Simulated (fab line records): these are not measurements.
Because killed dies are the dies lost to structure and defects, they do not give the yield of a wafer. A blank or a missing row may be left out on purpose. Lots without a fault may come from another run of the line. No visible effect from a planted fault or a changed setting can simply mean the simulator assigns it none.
A struck lot beside a sound one :: flow sky130 :: 32 steps out of a route of 708
Sound: wafers L762.2, L762.4, L762.6. The struck wafers were L775.1, L775.4, L775.6. Last of all comes the cause.
At each step with rows: each side's tool, then ch and its chambers, then its first start. Under that, the readings that differ: sound wafers :: struck wafers :: difference of the means :: sigmas: that difference in standard deviations of wafers without a fault.
alike: a reading whose means differ by less than 2 such deviations, as well as words and numbers matching on both sides. not compared: withheld readings; readings where some wafer has no value; bounds like >300 that might hide an equal value; numbers whose values overlap and for which the record gives no deviation.
Wherever a step has rows on one side only, a row that says differs or no value, or a row with sigmas, the two part there. Numbers that have no deviation but don't overlap get no sigmas and don't part them. Lack of a reading on every wafer of one side parts them only where that side has two or more wafers.

SKY_CAPM_THK_MEAS_01:
  sound: filmMetro-04 at day 36 19:17; struck: filmMetro-04 at day 40 16:47
  alike: CAPM_CVD_00_THK
SKY_CAPM_SPUTTER_02: material TiN, target thk 200 nm, time 166.7 s.
  sound: pvdSputter-02 at day 36 19:20; struck: pvdSputter-02 at day 40 16:51
  alike: throttleValvePct
SKY_CAPM_RS_MEAS_03: the measuring method here is four-point-probe.
  sound: filmMetro-02 at day 36 19:28; struck: filmMetro-02 at day 40 16:58
  alike: CAPM_TIN_RS
SKY_CAPM_THK_MEAS_04: measures by xrf.
  sound: filmMetro-02 at day 36 19:34; struck: filmMetro-02 at day 40 17:05
  alike: CAPM_TIN_THK
then, 7 steps without rows for these wafers: SKY_CAPM_DEHYDRATE_05 (time 60 s); SKY_CAPM_HMDS_06 (prime time 60 s); SKY_CAPM_COAT_07 (resist thk 1140 nm); SKY_CAPM_SOFTBAKE_08 (time 60 s); SKY_CAPM_EXPOSE_09 (exposes mask CAPM, target cd 1000 nm); SKY_CAPM_PEB_10; SKY_CAPM_DEVELOP_11 (develop time 60 s).
SKY_CAPM_OVL_MEAS_12:
  sound: overlay-02 at day 37 21:07; struck: overlay-02 at day 41 17:13
  alike: CAPM_OVL
SKY_CAPM_METAL_ETCH_13: etches TiN in Cl2/BCl3, stops on SiO2, target depth 220 nm, time 62.9 s.
  sound on rieMetal-03 ch 1, day 37 21:09; struck on rieMetal-03 ch 0, day 41 17:16
reading: oesProductAu (a.u.)
sound: 0.959 0.952 0.953
struck: 0.893 0.892 0.895
difference: -0.061
sigmas: -8

reading: runLengthS (s)
sound: 91.1 91.5 91.3
struck: 97.4 97.4 97.4
difference: +6.1
sigmas: +16

reading: throttleValvePct (%)
sound: 21.913 21.882 21.879
struck: 21.934 21.935 21.924
difference: +0.040
sigmas: +4

reading: model.NOVOLAK_of_CAPM_COAT_07.thkNm (nm)
sound: 996.8 996.7 1000
struck: 972.1 976.6 972.6
difference: -24.1
sigmas: 

reading: model.SiO2_of_CAPM_CVD_00.thkNm (nm)
sound: 15.33 15.35 15.51
struck: 13 13.71 13.32
difference: -2
sigmas: 
  alike: drypumpMotorCurrentA
  not compared: rfHoursCounterH
SKY_CAPM_STRIP_14: strips in O2/N2.
  sound on plasmaAsher-03 ch 0,1, day 37 21:14; struck on plasmaAsher-03 ch 0,1, day 41 17:20
reading: stripTimeToEndpointS (s)
sound: 12.71 12.70 12.72
struck: 12.41 12.48 12.40
difference: -0.28
sigmas: -6
  alike: drypumpMotorCurrentA, oesProductAu
  not compared: rfHoursCounterH
then, 11 steps without rows for these wafers: SKY_CAPM_STRIP_15 (strips in post etch residue remover, time 1200 s); SKY_CAPM_CLEAN_16 (cleans in IPA, time 180 s); SKY_CAPM_CLEAN_17 (cleans in O3/DIW); SKY_METAL3_DEHYDRATE_05 (time 60 s); SKY_METAL3_HMDS_06 (prime time 60 s); SKY_METAL3_COAT_07 (resist thk 60 nm); SKY_METAL3_COAT_08 (resist thk 1140 nm); SKY_METAL3_SOFTBAKE_09 (time 90 s); SKY_METAL3_EXPOSE_10 (exposes mask MM3, target cd 300 nm); SKY_METAL3_PEB_11; SKY_METAL3_DEVELOP_12 (develop time 60 s).
SKY_METAL3_CD_MEAS_13: target cd 300 nm.
  sound: cdSem-02 at day 38 22:23; struck: cdSem-02 at day 42 17:28
reading: cdNm (nm)
sound: 297.9 297.7 298.5
struck: 303.4 303.0 303.7
difference: +5.3
sigmas: +3
SKY_METAL3_OVL_MEAS_14:
  sound: overlay-02 at day 38 22:29; struck: overlay-02 at day 42 17:35
  alike: METAL3_OVL
SKY_METAL3_DESCUM_15: chemistry O2, time 8 s.
  sound on rieMetal-01 ch 0,1, day 38 22:31; struck on rieMetal-04 ch 0,1, day 42 17:37
  alike: drypumpMotorCurrentA, oesProductAu
  not compared: rfHoursCounterH
SKY_METAL3_ETCH_16: etches BARC in N2/H2, stops on SiO2, time 88.2 s, target depth 60 nm.
  sound on rieMetal-01 ch 0,1, day 38 22:33; struck on rieMetal-04 ch 0,1, day 42 17:39
reading: model.SiO2_of_CAPM_CVD_00.thkNm (nm)
sound: 15.29 15.32 15.47
struck: 12.97 13.68 13.29
difference: -2.05
sigmas: 
  alike: drypumpMotorCurrentA, oesProductAu, runLengthS, throttleValvePct
  not compared: rfHoursCounterH
SKY_METAL3_ETCH_17: etches SiO2 in C4F8/O2/Ar, stops on TiN, time 3.9 s, target depth 15 nm.
  sound on rieDiel-04 ch 1,2,3, day 38 22:39; struck on rieDiel-04 ch 1,2,3, day 42 17:45
reading: oesProductAu (a.u.)
sound: 0.751 0.749 0.755
struck: 0.694 0.706 0.706
difference: -0.050
sigmas: -7
  not compared: rfHoursCounterH
SKY_METAL3_METAL_ETCH_18: etches the open film in Cl2/BCl3, stops on SiO2, target depth 845 nm, time 183.1 s.
  sound on rieMetal-02 ch 0,1, day 38 22:40; struck on rieMetal-02 ch 0,1, day 42 17:46
  alike: drypumpMotorCurrentA, oesProductAu, runLengthS, throttleValvePct
  not compared: rfHoursCounterH
-- the record jumps here: 6 days lie between the struck wafers' starts before and after (it left off in module METAL3 and takes up again in module PAD_OPEN, whose first step shown is number 708 of the route) --
SKY_PAD_OPEN_PROBE_99:
  sound: prober-02 at day 46 04:02; struck: prober-02 at day 49 02:41
reading: model.etest.capMim.bvV (V)
sound: 13.75 14.11 14.22
struck: 12.53 13.68 12.85
difference: -1.01
sigmas: 

reading: model.etest.capMim.leakLog10ACm2
sound: -9.181 -9.051 -8.869
struck: -8.607 -8.75 -8.525
difference: +0.406
sigmas: 
  alike: defectLimitedYield, killed_at_M0_to_M3, killed_at_M4_up, killedAtContacts, killedAtFrontEnd, killedAtOther, killedDies, killedOpen, killedShort, sort_bin_3_pad_short, sort_bin_5_function, sort_bin_6_memory, sortNPass, sortYieldPct

## WHERE THEY PART
Earliest at SKY_CAPM_METAL_ETCH_13; latest, in this record, at SKY_METAL3_ETCH_17. Later steps at which nothing parts them and some readings are alike: SKY_METAL3_METAL_ETCH_18, SKY_PAD_OPEN_PROBE_99.

WHY: what the simulator had put in
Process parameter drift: rieMetal-03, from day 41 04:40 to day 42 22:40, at SKY_CAPM_METAL_ETCH_13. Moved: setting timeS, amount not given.
